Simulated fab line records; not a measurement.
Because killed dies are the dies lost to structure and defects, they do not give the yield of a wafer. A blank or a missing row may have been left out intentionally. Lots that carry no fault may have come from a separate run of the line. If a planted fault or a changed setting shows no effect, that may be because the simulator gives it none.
Check for tools in common || flow gf180mcu || 13 lots, 48 wafers sampled

== REASON IT WAS OPENED ==
GF_HV_LDD_TW_MEAS_11, reading HV_LDD_TW: flagged on 3 of 13 lots. Wafers without a fault read 2421, standard deviation 18.
Rule: a lot is flagged when every wafer of it that has a number lies more than 4 standard deviations from that mean, or none has a number. All remaining lots are regarded as sound.

{"lot": "L210", "measured": "day 10 05:00", "on": "filmMetro-01", "HV_LDD_TW, wafer by wafer": "2429 2416 2422", "flag": ""}
{"lot": "L211", "measured": "day 10 10:28", "on": "filmMetro-02", "HV_LDD_TW, wafer by wafer": "2417 2435 2435", "flag": ""}
{"lot": "L214", "measured": "day 11 07:31", "on": "filmMetro-02", "HV_LDD_TW, wafer by wafer": "2408 2404 2409", "flag": ""}
{"lot": "L216", "measured": "day 11 22:01", "on": "filmMetro-02", "HV_LDD_TW, wafer by wafer": "2212 2218 2223 2214 2217 2210", "flag": "FLAGGED"}
{"lot": "L217", "measured": "day 12 05:59", "on": "filmMetro-03", "HV_LDD_TW, wafer by wafer": "2239 2244 2245 2240 2245 2241", "flag": "FLAGGED"}
{"lot": "L218", "measured": "day 12 12:50", "on": "filmMetro-01", "HV_LDD_TW, wafer by wafer": "2409 2394 2391", "flag": ""}
{"lot": "L219", "measured": "day 12 16:06", "on": "filmMetro-02", "HV_LDD_TW, wafer by wafer": "2221 2223 2212 2223 2208 2215", "flag": "FLAGGED"}
{"lot": "L221", "measured": "day 13 15:17", "on": "filmMetro-02", "HV_LDD_TW, wafer by wafer": "2437 2428 2422", "flag": ""}
{"lot": "L225", "measured": "day 15 00:41", "on": "filmMetro-02", "HV_LDD_TW, wafer by wafer": "2405 2403 2408", "flag": ""}
{"lot": "L228", "measured": "day 15 15:18", "on": "filmMetro-02", "HV_LDD_TW, wafer by wafer": "2406 2412 2394", "flag": ""}
{"lot": "L229", "measured": "day 15 21:04", "on": "filmMetro-02", "HV_LDD_TW, wafer by wafer": "2398 2398 2406", "flag": ""}
{"lot": "L230", "measured": "day 16 03:06", "on": "filmMetro-03", "HV_LDD_TW, wafer by wafer": "2453 2449 2443", "flag": ""}
{"lot": "L233", "measured": "day 17 04:01", "on": "filmMetro-03", "HV_LDD_TW, wafer by wafer": "2436 2454 2435", "flag": ""}
The mean of the flagged lots' numbers is 2225, -196 from the usual (-11 standard deviations).

== LOT BY LOT: THE TOOL USED ==
The record holds 2 process steps before the reading, out of a route of 602 steps. Every cell lists first the tool, next ch and the chambers used by the sampled wafers, and last the start.
{"lot": "L210", "flag": "", "GF_STI_CMP_25": "cmp-01 ch 0,2, day 2 04:22", "GF_HV_LDD_IMPLANT_09": "implanter-03 ch 0, day 10 04:47"}
{"lot": "L211", "flag": "", "GF_STI_CMP_25": "cmp-02 ch 0,1,2, day 2 11:17", "GF_HV_LDD_IMPLANT_09": "implanter-02 ch 0, day 10 10:16"}
{"lot": "L214", "flag": "", "GF_STI_CMP_25": "cmp-02 ch 1,2,3, day 3 00:40", "GF_HV_LDD_IMPLANT_09": "implanter-02 ch 0, day 11 07:18"}
{"lot": "L216", "flag": "FLAGGED", "GF_STI_CMP_25": "cmp-01 ch 1,2,3, day 3 11:04", "GF_HV_LDD_IMPLANT_09": "implanter-02 ch 0, day 11 21:46"}
{"lot": "L217", "flag": "FLAGGED", "GF_STI_CMP_25": "cmp-01 ch 1,3, day 3 16:46", "GF_HV_LDD_IMPLANT_09": "implanter-02 ch 0, day 12 05:46"}
{"lot": "L218", "flag": "", "GF_STI_CMP_25": "cmp-01 ch 0,1,2, day 3 21:15", "GF_HV_LDD_IMPLANT_09": "implanter-01 ch 0, day 12 12:35"}
{"lot": "L219", "flag": "FLAGGED", "GF_STI_CMP_25": "cmp-02 ch 1,2,3, day 4 02:06", "GF_HV_LDD_IMPLANT_09": "implanter-02 ch 0, day 12 15:51"}
{"lot": "L221", "flag": "", "GF_STI_CMP_25": "cmp-01 ch 0,3, day 4 14:58", "GF_HV_LDD_IMPLANT_09": "implanter-01 ch 0, day 13 15:04"}
{"lot": "L225", "flag": "", "GF_STI_CMP_25": "cmp-01 ch 0,3, day 5 11:48", "GF_HV_LDD_IMPLANT_09": "implanter-03 ch 0, day 15 00:28"}
{"lot": "L228", "flag": "", "GF_STI_CMP_25": "cmp-02 ch 0,1,2, day 5 23:24", "GF_HV_LDD_IMPLANT_09": "implanter-01 ch 0, day 15 15:04"}
{"lot": "L229", "flag": "", "GF_STI_CMP_25": "cmp-01 ch 0,1,2, day 6 05:23", "GF_HV_LDD_IMPLANT_09": "implanter-02 ch 0, day 15 20:49"}
{"lot": "L230", "flag": "", "GF_STI_CMP_25": "cmp-01 ch 1,3, day 6 09:43", "GF_HV_LDD_IMPLANT_09": "implanter-02 ch 0, day 16 02:52"}
{"lot": "L233", "flag": "", "GF_STI_CMP_25": "cmp-01 ch 0,3, day 7 02:02", "GF_HV_LDD_IMPLANT_09": "implanter-02 ch 0, day 17 03:48"}
What is done by these steps:
- GF_STI_CMP_25: polishes, stops on Si3N4, t overpolish 33 s, target thk 524.6 nm.
- GF_HV_LDD_IMPLANT_09
- GF_HV_LDD_TW_MEAS_11

== FLAGGED AGAINST TOTAL, ONE TOOL AT A TIME (gauges that did the reading follow at the end) ==
{"step": "GF_STI_CMP_25", "tool": "cmp-01", "lots run": 9, "flagged": 2, "share of the flagged lots": "some", "sound lots run after its first flagged lot": "6 (L218,L221,L225,L229,L230,L233)"}
{"step": "GF_STI_CMP_25", "tool": "cmp-02", "lots run": 4, "flagged": 1, "share of the flagged lots": "some", "sound lots run after its first flagged lot": "1 (L228)"}
{"step": "GF_HV_LDD_IMPLANT_09", "tool": "implanter-01", "lots run": 3, "flagged": 0, "share of the flagged lots": "none", "sound lots run after its first flagged lot": "-"}
{"step": "GF_HV_LDD_IMPLANT_09", "tool": "implanter-02", "lots run": 8, "flagged": 3, "share of the flagged lots": "all", "sound lots run after its first flagged lot": "3 (L229,L230,L233)"}
{"step": "GF_HV_LDD_IMPLANT_09", "tool": "implanter-03", "lots run": 2, "flagged": 0, "share of the flagged lots": "none", "sound lots run after its first flagged lot": "-"}
{"step": "GF_HV_LDD_TW_MEAS_11", "tool": "filmMetro-01", "lots run": 2, "flagged": 0, "share of the flagged lots": "none", "sound lots run after its first flagged lot": "-"}
{"step": "GF_HV_LDD_TW_MEAS_11", "tool": "filmMetro-02", "lots run": 8, "flagged": 2, "share of the flagged lots": "some", "sound lots run after its first flagged lot": "4 (L221,L225,L228,L229)"}
{"step": "GF_HV_LDD_TW_MEAS_11", "tool": "filmMetro-03", "lots run": 3, "flagged": 1, "share of the flagged lots": "some", "sound lots run after its first flagged lot": "2 (L230,L233)"}

== WHAT THE TABLE PERMITS ==
In the table, 1 row covers all flagged lots: implanter-02 at GF_HV_LDD_IMPLANT_09.
- implanter-02 at GF_HV_LDD_IMPLANT_09: 3 of its 8 lots flagged. After the first flagged lot (L229, L230, L233), sound lots still ran on it; a lasting fault on the whole tool would not permit that. Its own readings (doseIonsCm2, faradayCurrentUA) fall more than 4 standard deviations out on all wafers of the flagged lots.
None of the table's rows ran every flagged lot and, after the first, no sound lot.

== WHAT THE SIMULATOR HAD PUT IN ==
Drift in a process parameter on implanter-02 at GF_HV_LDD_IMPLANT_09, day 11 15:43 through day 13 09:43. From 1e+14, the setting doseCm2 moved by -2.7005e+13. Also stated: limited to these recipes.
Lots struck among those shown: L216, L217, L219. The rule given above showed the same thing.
